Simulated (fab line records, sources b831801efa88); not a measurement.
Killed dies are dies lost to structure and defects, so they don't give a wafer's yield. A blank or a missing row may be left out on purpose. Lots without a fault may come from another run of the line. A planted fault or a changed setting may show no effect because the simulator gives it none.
fab line records | flow sky130
record lots=13 wafers=39 last_day=50
route steps=708 shown SONOS_ONO@168 METAL3@532 VIA3@576
lots that met no fault: from a run of the same line without faults
start_h: hours from the record's first day to the start of the lot's first wafer shown | wait_h: hours since the lot's step before | " the same as in the row above | L1.1+2: a row that stands for several wafers | - no value, or no start given | * or withheld: withheld | < > ~ a bound
route shown NAME@n: a module of which the file shows steps, and the number in the route of the first | usual: mean/standard deviation of fault-free wafers | same: alike in all rows | chamber/n: place in a boat | sites: the reading at each site | _std_site: their standard deviation | _edge_site: outer sites' mean less inner sites' | radius_mm: how far each site lies from the wafer's centre | mask NAME#n: copy n | behind: the tool/chamber that last shaped the wafer | hold: why the lot was held/for how many hours/how that ended | device: the transistor (n, p or np) that didn't switch | end of line: the same wafers' tests at the end of the route | a step without rows: its recipe alone | killed: dies lost to structure and defects at the first sort, not the wafer's yield | map: a wafer's dies, x killed, . not, _ none there
set.NAME: the setting as run; set.NAME@STEP: as run at that earlier step | model.NAME: the simulator's own value behind a step, which no gauge read
steps of the route over a sample of lots; a table a step, a row a wafer
services: from which hour (start_h, from the record's first day; less than 0 if before it) a tool's chamber was out of use, for how many hours, and why
## steps
# step SKY_SONOS_ONO_OXIDATION_00
# recipe temp_c=800 ambient=O2 idle_temp_c=700 ramp_up_c_per_min=10 ramp_down_c_per_min=3 stabilise_s=600 purge_s=300 target_thk_a=26 ox_time_s=1249
# usual spike_tc_centre_C=800.6/0.98 tube_center_temp_C=800/0.074
# same purge_s=300
# columns lot.wafer tool chamber start_h wait_h spike_tc_centre_C tube_center_temp_C
L253.1 furnace-01 0 255.75 0.9 799.5 800.1
L253.3 " 0 " " 801.0 799.94
L253.5 " 0 " " 800.5 799.95
L254.1 furnace-02 0 265.19 0.0 798.2 799.97
L254.4 " 0 " " 800.5 800.03
L254.6 " 0 " " 800.0 800.08
L256.2 furnace-01 0 277.51 1.6 801.2 800.02
L256.3 " 0 " " 801.0 799.95
L256.5 " 0 " " 800.5 799.86
L257.1 furnace-01 0 280.39 0.6 803.2 800.1
L257.2 " 0 " " 798.6 799.92
L257.6 " 0 " " 800.9 800.09
L258.1 furnace-01 0 291.63 0.4 801.2 800.04
L258.2 " 0 " " 800.8 799.92
L258.4 " 0 " " 800.9 799.99
L261.4 furnace-02 0 317.95 1.6 800.5 800.04
L261.5 " 0 " " 799.3 799.95
L261.6 " 0 " " 800.6 799.95
L262.2 furnace-02 0 325.74 0.0 800.3 799.98
L262.4 " 0 " " 799.8 800.03
L262.6 " 0 " " 800.5 800
L263.1 furnace-02 0 328.26 0.4 800.1 800.08
L263.3 " 0 " " 799.6 799.94
L263.5 " 0 " " 800.5 799.98
L264.1 furnace-02 0 339.73 0.0 799.9 799.98
L264.3 " 0 " " 800.9 799.82
L264.5 " 0 " " 800.8 800.01
L266.4 furnace-02 0 356.87 1.4 801.2 800.06
L266.5 " 0 " " 799.9 799.8
L266.6 " 0 " " 802.2 799.93
L267.1 furnace-02 0 364.82 2.6 802.3 800.07
L267.3 " 0 " " 800.4 800.02
L267.6 " 0 " " 801.3 799.89
L268.3 furnace-02 0 377.53 1.1 799.1 799.92
L268.4 " 0 " " 799.5 800.11
L268.5 " 0 " " 799.1 799.99
L276.3 furnace-01 0 452.95 1.2 800.4 799.99
L276.4 " 0 " " 802.4 800.03
L276.5 " 0 " " 801.7 800.01
# step SKY_SONOS_ONO_THK_MEAS_01
# recipe reads=SiO2_of_SONOS_ONO_OXIDATION_00
# usual SONOS_ONO_OXIDATION_THK=2.58/0.06
# columns lot.wafer tool chamber start_h wait_h hold SONOS_ONO_OXIDATION_THK[nm]
L253.1 film_metro-02 - 257.10 0.0 - 2.58
L253.3 " - " " - 2.57
L253.5 " - " " - 2.49
L254.1 film_metro-04 - 266.54 0.0 - 2.66
L254.4 " - " " - 2.62
L254.6 " - " " - 2.63
L256.2 film_metro-02 - 278.87 0.0 - 2.58
L256.3 " - " " - 2.54
L256.5 " - " " - 2.61
L257.1 film_metro-04 - 281.74 0.0 - 2.59
L257.2 " - " " - 2.54
L257.6 " - " " - 2.53
L258.1 film_metro-01 - 292.98 0.0 - 2.60
L258.2 " - " " - 2.55
L258.4 " - " " - 2.57
L261.4 film_metro-01 - 319.33 0.0 - 2.52
L261.5 " - " " - 2.56
L261.6 " - " " - 2.55
L262.2 film_metro-01 - 327.10 0.0 - 2.60
L262.4 " - " " - 2.63
L262.6 " - " " - 2.61
L263.1 film_metro-02 - 329.61 0.0 - 2.55
L263.3 " - " " - 2.70
L263.5 " - " " - 2.65
L264.1 film_metro-01 - 341.08 0.0 - 2.55
L264.3 " - " " - 2.58
L264.5 " - " " - 2.56
L266.4 film_metro-02 - 358.24 0.0 - 2.59
L266.5 " - " " - 2.56
L266.6 " - " " - 2.53
L267.1 film_metro-02 - 366.17 0.0 await_dispo/0.2h/release 2.97
L267.3 " - " " await_dispo/0.2h/release 2.97
L267.6 " - " " await_dispo/0.2h/release 2.91
L267.1 film_metro-02 - 366.49 0.3 - 2.89
L267.3 " - " " - 2.92
L267.6 " - " " - 2.95
L268.3 film_metro-02 - 378.89 0.0 await_dispo/0.2h/release 2.83
L268.4 " - " " await_dispo/0.2h/release 2.93
L268.5 " - " " await_dispo/0.2h/release 2.89
L268.3 film_metro-02 - 379.12 0.2 - 2.82
L268.4 " - " " - 2.91
L268.5 " - " " - 2.79
L276.3 film_metro-04 - 454.32 0.0 - 2.65
L276.4 " - " " - 2.63
L276.5 " - " " - 2.66
# step SKY_METAL3_SPUTTER_00
# recipe material=Ti target_thk_nm=15 power_w=3000 time_s=10 chamber_pressure_pa=0.4
# usual throttle_valve_pct=30.0/1.4
# columns lot.wafer tool chamber start_h wait_h throttle_valve_pct
L253.1 pvd_sputter-03 - 853.77 0.1 31.0
L253.3 " - " " 31.4
L253.5 " - " " 28.2
L254.1 pvd_sputter-02 - 859.82 0.2 30.3
L254.4 " - " " 30.3
L254.6 " - " " 30.8
L256.2 pvd_sputter-01 - 879.52 0.2 29.3
L256.3 " - " " 29.3
L256.5 " - " " 29.3
L257.1 pvd_sputter-03 - 879.92 0.1 28.0
L257.2 " - " " 31.2
L257.6 " - " " 30.9
L258.1 pvd_sputter-03 - 892.56 0.2 30.9
L258.2 " - " " 28.2
L258.4 " - " " 31.3
L261.4 pvd_sputter-03 - 915.26 0.2 31.2
L261.5 " - " " 31.1
L261.6 " - " " 31.2
L262.2 pvd_sputter-02 - 921.72 0.1 30.2
L262.4 " - " " 31.2
L262.6 " - " " 30.5
L263.1 pvd_sputter-01 - 926.52 0.2 29.5
L263.3 " - " " 29.2
L263.5 " - " " 26.2
L264.1 pvd_sputter-02 - 933.18 0.1 30.9
L264.3 " - " " 30.7
L264.5 " - " " 30.2
L266.4 pvd_sputter-02 - 949.82 0.1 30.4
L266.5 " - " " 30.3
L266.6 " - " " 31.1
L267.1 pvd_sputter-03 - 954.65 0.2 30.7
L267.3 " - " " 31.0
L267.6 " - " " 31.6
L268.3 pvd_sputter-03 - 969.67 0.1 31.1
L268.4 " - " " 31.0
L268.5 " - " " 31.3
L276.3 pvd_sputter-01 - 1025.29 0.2 26.7
L276.4 " - " " 29.9
L276.5 " - " " 29.2
# step SKY_VIA3_BOW_MEAS_03
# recipe mode=bow
# usual VIA3_BOW=78/7.1
# columns lot.wafer tool chamber start_h wait_h VIA3_BOW[um]
L253.1 film_metro-01 - 906.41 0.2 82
L253.3 " - " " 70
L253.5 " - " " 80
L254.1 film_metro-01 - 912.85 0.1 78
L254.4 " - " " 87
L254.6 " - " " 84
L256.2 film_metro-02 - 933.37 0.1 88
L256.3 " - " " 81
L256.5 " - " " 77
L257.1 film_metro-02 - 933.53 0.2 77
L257.2 " - " " 68
L257.6 " - " " 71
L258.1 film_metro-03 - 945.46 0.2 76
L258.2 " - " " 80
L258.4 " - " " 86
L261.4 film_metro-01 - 966.87 0.3 63
L261.5 " - " " 71
L261.6 " - " " 79
L262.2 film_metro-01 - 973.10 0.1 86
L262.4 " - " " 86
L262.6 " - " " 77
L263.1 film_metro-03 - 977.62 0.1 89
L263.3 " - " " 66
L263.5 " - " " 68
L264.1 film_metro-02 - 985.35 0.2 71
L264.3 " - " " 71
L264.5 " - " " 79
L266.4 film_metro-03 - 1000.91 0.3 70
L266.5 " - " " 67
L266.6 " - " " 76
L267.1 film_metro-01 - 1004.59 0.2 78
L267.3 " - " " 86
L267.6 " - " " 78
L268.3 film_metro-03 - 1018.23 0.2 77
L268.4 " - " " 77
L268.5 " - " " 78
L276.3 film_metro-01 - 1071.50 0.2 82
L276.4 " - " " 61
L276.5 " - " " 69
# step SKY_VIA3_RS_MEAS_22
# recipe thk_meas_gauge=four-point-probe reads=W_of_VIA3_CVD_21+TiN_of_VIA3_SPUTTER_20
# usual VIA3_W_RS=0.295/0.0035
# columns lot.wafer tool chamber start_h wait_h VIA3_W_RS[ohm/sq]
L253.1 film_metro-02 - 932.52 0.1 0.295
L253.3 " - " " 0.295
L253.5 " - " " 0.293
L254.1 film_metro-02 - 938.10 0.1 0.298
L254.4 " - " " 0.293
L254.6 " - " " 0.295
L256.2 film_metro-01 - 958.78 0.1 0.295
L256.3 " - " " 0.296
L256.5 " - " " 0.296
L257.1 film_metro-03 - 959.56 0.1 0.291
L257.2 " - " " 0.295
L257.6 " - " " 0.297
L258.1 film_metro-02 - 971.33 0.1 0.292
L258.2 " - " " 0.299
L258.4 " - " " 0.296
L261.4 film_metro-02 - 992.71 0.1 0.296
L261.5 " - " " 0.292
L261.6 " - " " 0.297
L262.2 film_metro-02 - 998.46 0.1 0.298
L262.4 " - " " 0.298
L262.6 " - " " 0.298
L263.1 film_metro-01 - 1002.47 0.1 0.297
L263.3 " - " " 0.301
L263.5 " - " " 0.303
L264.1 film_metro-01 - 1009.62 0.1 0.296
L264.3 " - " " 0.296
L264.5 " - " " 0.291
L266.4 film_metro-01 - 1024.45 0.1 0.297
L266.5 " - " " 0.296
L266.6 " - " " 0.293
L267.1 film_metro-03 - 1028.16 0.1 0.289
L267.3 " - " " 0.292
L267.6 " - " " 0.299
L268.3 film_metro-01 - 1042.07 0.1 0.292
L268.4 " - " " 0.288
L268.5 " - " " 0.295
L276.3 film_metro-03 - 1093.82 0.1 0.289
L276.4 " - " " 0.289
L276.5 " - " " 0.287
## services
# columns tool chamber start_h hours kind
furnace-02 - 253.39 4.2 repair
furnace-02 - 298.46 3.9 pm
pvd_sputter-03 - 339.30 3.6 repair
pvd_sputter-02 - 356.01 9.1 repair
furnace-01 - 367.70 3.7 pm
pvd_sputter-03 - 384.94 0.7 repair
furnace-02 - 465.83 3.2 pm
pvd_sputter-03 - 492.58 7.4 repair
furnace-01 - 501.24 3.8 pm
furnace-02 - 505.72 3.4 pm
furnace-02 - 512.32 3.8 pm
furnace-01 - 534.43 4.1 pm
pvd_sputter-03 - 543.03 24.2 repair
pvd_sputter-02 - 572.12 4.3 repair
furnace-01 - 617.87 5.5 pm
furnace-02 - 633.70 2.4 pm
pvd_sputter-03 - 685.14 5.6 repair
furnace-01 - 702.43 3.0 pm
furnace-01 - 783.39 3.2 pm
furnace-02 - 794.93 4.3 pm
furnace-02 - 801.70 3.5 pm
furnace-01 - 870.74 2.8 pm
furnace-01 - 912.70 15.8 repair
furnace-02 - 969.70 3.7 pm
## key
first_sign step=SKY_SONOS_ONO_THK_MEAS_01 reading=visit direction=added
effect step=SKY_SONOS_ONO_THK_MEAS_01 reading=SONOS_ONO_OXIDATION_THK direction=up sigmas=5.6 usual=2.58 struck=2.92
met_at SKY_SONOS_ONO_OXIDATION_00
struck_lots L267,L268
tester_left_out L267,L268
not_acting_at SKY_METAL3_SPUTTER_00,SKY_VIA3_BOW_MEAS_03,SKY_VIA3_RS_MEAS_22
onset_between 356.87 364.82
fault kind=process_parameter_drift tool=furnace-02 chamber=- onset_h=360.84 steps=SKY_SONOS_ONO_OXIDATION_00 channel=ox_time_s offset=* shape=step end_h=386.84 acts_in=* stated=*
# tester_left_out: of these lots the tester's yield and bins aren't shown, on N5 and GAA mostly nor the transistor test; their killed dies are dies lost to structure and defects alone, not to doping, threshold or leakage, so they don't give the yield
